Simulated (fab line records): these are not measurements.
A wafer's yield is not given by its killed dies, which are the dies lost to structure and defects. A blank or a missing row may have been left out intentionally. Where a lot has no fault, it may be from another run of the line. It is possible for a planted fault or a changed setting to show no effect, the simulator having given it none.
Chamber matching | flow gf180mcu | GF_V3_CMP_26 on cmp-02: 4 sister chambers
The step polishes, stops on SiO2, t overpolish 15 s, target thk 0 nm. 4 wafers are shown with their chamber, then 7 later ones without.

== EACH WAFER AND ITS CHAMBER ==
wafer  | chamber | motorCurrentA (A)
L219.3 | 2       | 11.1
L223.5 | 3       | 10.3
L225.1 | 1       | 10.2
L225.5 | 0       | 13.3

== WAFERS WITH NO CHAMBER GIVEN ==
wafer  | motorCurrentA (A)
L225.6 | 10.1
L232.2 | 12.7
L232.4 | 10.8
L232.6 | 10.2
L233.3 | 9.7
L233.5 | 11.4
L233.6 | 10.4

== THE CHAMBER EACH PASSED THROUGH ==
wafer  | from the rows above          | in truth
L225.6 | can't be placed: 1 or 3      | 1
L232.2 | 0                            | 0
L232.4 | can't be placed: 2 or 3 or 1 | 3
L232.6 | can't be placed: 1 or 3      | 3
L233.3 | can't be placed: 1 or 3      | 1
L233.5 | 2                            | 2
L233.6 | can't be placed: 3 or 1 or 2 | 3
Correctly placed: 2 of 7. Unplaceable from these rows: 5, with the true chamber sitting among the candidates in 5. Wrongly placed: 0.
How it was worked out, from the rows above alone: a wafer's distance from a chamber is the root of the sum, over the readings, of the square of ((its reading less the chamber's mean) divided by the reading's scatter). The wafer belongs to the nearest chamber; if the next one is less than 2 further off, it can't be placed. For every chamber, the mean is computed from those of its wafers that are shown. The scatter: root of mean squared gap, hidden wafer to nearest shown wafer, with one shown wafer a chamber.
